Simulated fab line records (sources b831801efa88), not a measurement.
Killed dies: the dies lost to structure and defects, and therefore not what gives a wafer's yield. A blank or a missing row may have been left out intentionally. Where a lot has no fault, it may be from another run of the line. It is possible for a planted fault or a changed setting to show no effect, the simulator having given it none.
8D (eight disciplines) problem report, filled in by code :: flow sky130 :: the parts of the form that need people (team, actions taken, sign-off) are left out

## 1. PROBLEM STATEMENT
Across 6 wafers from 2 lots, SPACER_CVD_00_THK at SKY_SPACER_THK_MEAS_01 averages 38.3 nm, while fault-free wafers read 43.1 nm with a standard deviation of 0.44. Measured from the usual mean, that is -11 standard deviations.
Earliest sighting: wafer L292.1 on film metro-02 at day 25 20:26. Wafers with a number at this step in the record: 33, from 11 lots. Rule for "out", or "out of limits": more than 4 standard deviations from the usual mean. All remaining wafers that have a number are taken as sound.

## 2. WHAT IT IS; WHAT IT IS NOT
question: which readings at this step
is: SPACER_CVD_00_THK
is not: -

question: which lots
is: L292, L293
is not: L284, L285, L286, L291, L302, L303, L304, L306, L307

question: which wafers of those lots
is: all that have a number
is not: -

question: read on which gauges
is: film metro-02, film metro-04
is not: film metro-01

question: when
is: from day 25 20:26
is not: up to then (12 sound wafers); but 15 sound wafers of L302, L303, L304, L306, L307 came after

## 3. SUSPECTS, AND WHAT RULES EACH OUT
Counting: any tool at a process step up to the reading is kept as a suspect provided that every lot that is out went through it and no sound lot did after the first of them.
- ruled out: the gauge at SKY_SPACER_THK_MEAS_01. Those wafers that are out were read across 2 gauges (film metro-02, film metro-04).
- lpcvd-02 at SKY_SPACER_CVD_00 (deposits Si3N4 from DCS/NH3, target thk 43.1 nm, time 740 s): ruled out as a lasting fault. The sound lots L302, L303, L304, L306, L307 went through it after L292, its earliest lot that is out (day 25 19:13).
Left after counting: nothing in the record.

## 4. THE CAUSE (what the simulator had put in)
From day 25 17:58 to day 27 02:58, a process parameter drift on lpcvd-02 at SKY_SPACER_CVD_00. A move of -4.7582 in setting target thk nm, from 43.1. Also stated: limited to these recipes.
The count ruled it out by mistake, since the rule takes a fault to strike every lot its tool runs from the start of the fault on, and this one did not do so.

## 5. THE CHAIN OF EFFECTS, in route order
One row per reading whose mean, taken over the struck wafers that have a number, lies over 3 standard deviations from the usual. Readings are gone through only where the record gives a usual standard deviation; hours: the median, over the lots, of the time from a lot's start at the first step in this table giving one to that lot's start at this step; sigmas: the change measured in usual standard deviations.
hours: 0
step: SKY_SPACER_THK_MEAS_01
reading: SPACER_CVD_00_THK
usual: 43.1 nm
on struck wafers: 38.3
change: -4.8
sigmas: -11

hours: 0
step: SKY_SPACER_ETCHBACK_02
reading: oes product au
usual: 0.854 a.u.
on struck wafers: 0.804
change: -0.050
sigmas: -7.1
It contains these process steps:
- SKY_SPACER_ETCHBACK_02: etches Si3N4 in CH3F/O2, stops on SiO2, time 46.7 s, target depth 45 nm.

## 6. HOW IT WOULD HAVE BEEN CAUGHT EARLIER
Counted from the fault's start at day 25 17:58, it took 2 hours until the first out-of-limits reading at a measuring or inspecting step in this record, taken at day 25 20:26.
An alarm limit of 4 standard deviations would not have fired on the tool readings at SKY_SPACER_CVD_00 for which the record gives a usual standard deviation, since none of them was out on any struck wafer.
